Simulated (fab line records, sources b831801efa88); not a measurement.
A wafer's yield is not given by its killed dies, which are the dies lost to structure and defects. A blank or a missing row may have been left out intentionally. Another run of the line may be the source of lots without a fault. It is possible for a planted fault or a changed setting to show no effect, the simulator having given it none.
Which tool is to blame?	flow sky130	13 lots with 39 wafers sampled at 6 steps, on a route of 708 steps

## WHAT THE GAUGES READ, wafer by wafer
SKY_SD_N_OVL_MEAS_08.
lot	measured	on	SD_N_OVL (nm)
L312	day 27 14:46	overlay-02	-1.5 -3.2 -1.1
L313	day 28 10:52	overlay-01	-3.3 -1.9 -0.9
L314	day 28 14:48	overlay-02	0.6 0.8 1.6
L315	day 28 21:15	overlay-01	2.5 2.9 1.0
L318	day 29 21:56	overlay-02	-1.3 -0.3 1.1
L320	day 30 22:02	overlay-01	1.1 -0.1 1.2
L321	day 31 08:32	overlay-02	-0.8 -1.5 0.6
L322	day 31 08:49	overlay-02	1.7 2.3 -0.5
L326	day 32 17:59	overlay-02	0.7 0.2 -0.3
L330	day 34 01:35	overlay-02	0.5 0.8 -1.0
L331	day 34 04:24	overlay-01	2.8 3.3 2.0
L332	day 35 09:30	overlay-02	-1.2 -2.1 -0.7
L335	day 35 22:17	overlay-02	0.5 -1.0 0.5

SKY_SD_N_RS_MEAS_17: uses a four-point probe to measure.
lot	measured	on	SD_P_RS (ohm/sq)
L312	day 27 15:37	film_metro-01	147.2 147.5 148.0
L313	day 28 11:43	film_metro-02	147.1 147.0 147.3
L314	day 28 15:38	film_metro-01	148.0 147.6 147.5
L315	day 28 22:07	film_metro-01	147.4 147.2 147.3
L318	day 29 22:51	film_metro-04	146.8 147.0 147.0
L320	day 30 22:53	film_metro-04	147.8 147.8 147.5
L321	day 31 09:25	film_metro-04	147.1 146.9 146.9
L322	day 31 09:40	film_metro-01	147.3 147.2 147.2
L326	day 32 18:53	film_metro-04	147.2 147.5 147.2
L330	day 34 02:25	film_metro-02	147.4 147.5 147.5
L331	day 34 05:14	film_metro-01	146.3 147.2 147.4
L332	day 35 10:22	film_metro-02	147.4 147.4 146.9
L335	day 35 23:08	film_metro-02	146.9 146.7 146.9

SKY_LI_CONTACT_OVL_MEAS_13.
lot	measured	on	LI_CONTACT_OVL (nm)
L312	day 28 21:59	overlay-02	-8 -4 -3
L313	day 29 16:44	overlay-02	0 -1 -10
L314	day 29 20:35	overlay-01	-7 -9 -5
L315	day 30 02:32	overlay-01	-14 -9 -3
L318	day 31 03:38	overlay-02	-4 -10 -5
L320	day 32 02:26	overlay-01	2 -5 2
L321	day 32 13:37	overlay-02	-3 2 2
L322	day 32 13:38	overlay-01	0 2 -3
L326	day 33 22:16	overlay-01	-1 -9 -1
L330	day 35 06:32	overlay-01	-2 -4 -4
L331	day 35 09:12	overlay-02	-7 -4 -7
L332	day 36 13:26	overlay-02	4 -6 -1
L335	day 37 01:20	overlay-02	-5 -3 -8

SKY_LI_CONTACT_RS_MEAS_22: uses a four-point probe to measure.
lot	measured	on	LI_CONTACT_W_RS (ohm/sq)
L312	day 28 22:42	film_metro-02	0.2854 0.2888 0.2838
L313	day 29 17:27	film_metro-04	0.2823 0.2826 0.2850
L314	day 29 21:29	film_metro-02	0.2846 0.2787 0.2860
L315	day 30 03:16	film_metro-04	0.2838 0.2850 0.2823
L318	day 31 04:23	film_metro-02	0.2840 0.2839 0.2873
L320	day 32 03:10	film_metro-04	0.2837 0.2832 0.2899
L321	day 32 14:22	film_metro-04	0.2840 0.2963 0.2974
L322	day 32 14:21	film_metro-01	0.2820 0.2842 0.2827
L326	day 33 23:02	film_metro-01	0.2965 0.3029 0.2905
L330	day 35 07:15	film_metro-02	0.2834 0.2866 0.2835
L331	day 35 09:55	film_metro-01	0.2828 0.2822 0.2812
L332	day 36 14:11	film_metro-01	0.2851 0.2901 0.2848
L335	day 37 02:04	film_metro-02	0.2798 0.2813 0.2817

SKY_LI_CONTACT_THK_MEAS_23: measures by xrf.
lot	measured	on	LI_CONTACT_W_THK (nm)
L312	day 28 22:49	film_metro-02	406 404 408
L313	day 29 17:34	film_metro-04	417 415 413
L314	day 29 21:36	film_metro-02	406 416 403
L315	day 30 03:23	film_metro-04	419 418 425
L318	day 31 04:29	film_metro-02	411 411 406
L320	day 32 03:17	film_metro-04	422 424 411
L321	day 32 14:28	film_metro-04	418 401 401
L322	day 32 14:28	film_metro-01	415 414 416
L326	day 33 23:08	film_metro-01	397 388 400
L330	day 35 07:22	film_metro-02	414 410 415
L331	day 35 10:02	film_metro-01	408 415 414
L332	day 36 14:18	film_metro-01	410 401 409
L335	day 37 02:11	film_metro-02	418 414 416

## WHICH TOOL RAN EACH LOT (tool, then ch and the chambers of the sampled wafers, then the start)
lot	SKY_LI_CONTACT_CVD_21
L312	cvd_w-01 ch 0,1, day 28 22:35
L313	cvd_w-02 ch 0,1, day 29 17:20
L314	cvd_w-02 ch 0,1, day 29 21:21
L315	cvd_w-01 ch 0,1, day 30 03:07
L318	cvd_w-02 ch 0,1, day 31 04:16
L320	cvd_w-01 ch 0,1, day 32 03:02
L321	cvd_w-01 ch 0,1, day 32 14:14
L322	cvd_w-02 ch 0,1, day 32 14:14
L326	cvd_w-01 ch 0,1, day 33 22:54
L330	cvd_w-02 ch 0,1, day 35 07:08
L331	cvd_w-02 ch 0, day 35 09:47
L332	cvd_w-02 ch 0,1, day 36 14:02
L335	cvd_w-02 ch 0,1, day 37 01:55
- SKY_LI_CONTACT_CVD_21: deposits W, target thk 400 nm, time 120.56 s.

## WHAT THE TOOLS THEMSELVES READ (means of the sampled wafers that have a number; where no wafer has one, the mark that the record gives instead)
SKY_LI_CONTACT_CVD_21.
lot	tool	heater_power_w (W)
L312	cvd_w-01	861
L313	cvd_w-02	805
L314	cvd_w-02	824
L315	cvd_w-01	865
L318	cvd_w-02	878
L320	cvd_w-01	887
L321	cvd_w-01	877
L322	cvd_w-02	871
L326	cvd_w-01	889
L330	cvd_w-02	866
L331	cvd_w-02	953
L332	cvd_w-02	821
L335	cvd_w-02	892

## THE ANSWER, worked out from the rows above alone
Rule: the usual values come from the lots themselves. The widest of any qualifying gaps counts: lots, ordered by their means at a reading, are off when they make up no more than a third of the lots, leave a main group of 4 or more, and stand apart from it by 3 or more times the standard deviation of that group's means. Not used: any main group whose means are identical at the precision the tables above print for the reading. Also off: a lot with no number at a reading for which 4 or more lots have one. Where the step has rows for the other lots, those lots are counted as sound. After the gauges, taken in route order, come the tools' own readings; for these a lot's mean is taken, as printed above. At the first step where some lot is off, the reading lying furthest off is the one used; lots without a number count as furthest.
Off: L321, L326, at SKY_LI_CONTACT_RS_MEAS_22 (LI_CONTACT_W_RS). Main group: mean 0.2840 ohm/sq, sd 0.0017.
A tool fits if, at a process step before that reading, it ran every lot that is off, and no sound lot after the first of them. Gauges at SKY_LI_CONTACT_RS_MEAS_22: tried the same way as those tools. One fits: SKY_LI_CONTACT_CVD_21 on cvd_w-01. Its last sound lot is L320 (day 32 03:02), its first lot that is off L321 (day 32 14:14): a fault that began between those two fits.

## WHAT HAD BEEN PUT IN BY THE SIMULATOR
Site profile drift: cvd_w-01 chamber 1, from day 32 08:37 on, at SKY_LI_CONTACT_CVD_21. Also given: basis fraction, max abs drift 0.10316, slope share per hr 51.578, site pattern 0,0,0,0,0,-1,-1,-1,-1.
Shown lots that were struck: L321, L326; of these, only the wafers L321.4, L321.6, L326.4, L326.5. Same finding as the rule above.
